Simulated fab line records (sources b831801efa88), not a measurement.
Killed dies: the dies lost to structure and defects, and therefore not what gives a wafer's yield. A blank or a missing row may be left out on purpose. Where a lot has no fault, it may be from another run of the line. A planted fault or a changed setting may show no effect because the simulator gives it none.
A single fault, viewed from 2 desks + flow gf180mcu + each desk holds nothing but its own numbers, with what lay behind them at the end

## AT THE METROLOGY DESK
What the gauges read, lot by lot, whatever tool the lot ran on: means of the sampled wafers that have a number. Marked OUT: a lot whose mean sits more than 4 standard deviations from the usual mean, which makes it out of limits; the brackets give that distance.
Columns: A = DUAL_GATE_OXIDATION_00_THK at GF_DUAL_GATE_THK_MEAS_03, usual 10.85 nm; B = HV_LDD_2_TW at GF_HV_LDD_TW_MEAS_23, usual 1060
| lot  | first seen here | A     | B             |
|------|-----------------|-------|---------------|
| L487 | day 7 15:35     | 10.57 | 1068          |
| L488 | day 7 23:43     | 11.06 | 1070          |
| L490 | day 8 15:01     | 10.89 | 1063          |
| L492 | day 9 00:55     | 10.65 | 1042          |
| L495 | day 9 22:13     | 10.85 | 1065          |
| L497 | day 10 14:17    | 10.85 | 1060          |
| L500 | day 11 23:57    | 11.13 | 1050          |
| L505 | day 13 00:48    | 10.87 | 919 (-15) OUT |
| L506 | day 13 07:49    | 11.07 | 914 (-16) OUT |
| L507 | day 13 08:24    | 10.65 | 1050          |
| L508 | day 13 12:22    | 10.78 | 1049          |
| L509 | day 14 04:18    | 11.00 | 1048          |
This desk finds L505, L506 out of limits, with the earliest case on L505 at day 16 19:32 (HV_LDD_2_TW at GF_HV_LDD_TW_MEAS_23). Within limits: L487, L488, L490, L492, L495, L497, L500, L507, L508, L509.

## DESK OF THE TOOL OWNER: implanter-03
GF_HV_LDD_IMPLANT_21, tool's own readings: per-lot mean of the sampled wafers with a number, covering each lot this tool ran. Marked OUT: a lot whose mean sits more than 4 standard deviations from the usual mean, which makes it out of limits; the brackets give that distance.
Columns: A = doseIonsCm2 at GF_HV_LDD_IMPLANT_21, usual 4.999e+13; B = faradayCurrentUA at GF_HV_LDD_IMPLANT_21, usual 281
| lot  | first seen here | A                           | B             |
|------|-----------------|-----------------------------|---------------|
| L487 | day 10 18:55    | 5.001e+13                   | 282           |
| L492 | day 12 08:23    | 4.996e+13                   | 281           |
| L500 | day 15 17:04    | 4.998e+13                   | 272           |
| L505 | day 16 19:17    | 3.101e+13 (-99 or more) OUT | 176 (-21) OUT |
| L506 | day 17 05:48    | 3.107e+13 (-99 or more) OUT | 174 (-21) OUT |
This desk's finding: out of limits on L505, L506; first on L505, day 16 19:17 (doseIonsCm2 at GF_HV_LDD_IMPLANT_21). Within limits: L487, L492, L500.

## BROUGHT TOGETHER
An alarm could have come from the tool owner's desk at day 16 19:17, on L505, L506.
On L505, L506, the metrology desk was in a position to raise an alarm at day 16 19:32.
All the named lots went through GF_HV_LDD_IMPLANT_21 on implanter-03.

## WHAT THE SIMULATOR HAD INSERTED
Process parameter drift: implanter-03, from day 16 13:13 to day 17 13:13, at GF_HV_LDD_IMPLANT_21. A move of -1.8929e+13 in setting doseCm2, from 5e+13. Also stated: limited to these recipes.
Lots struck among those shown: L505, L506.
Time in hours from fault onset to the first out-of-limits reading at each desk: tool owner's desk 6, metrology desk 6.
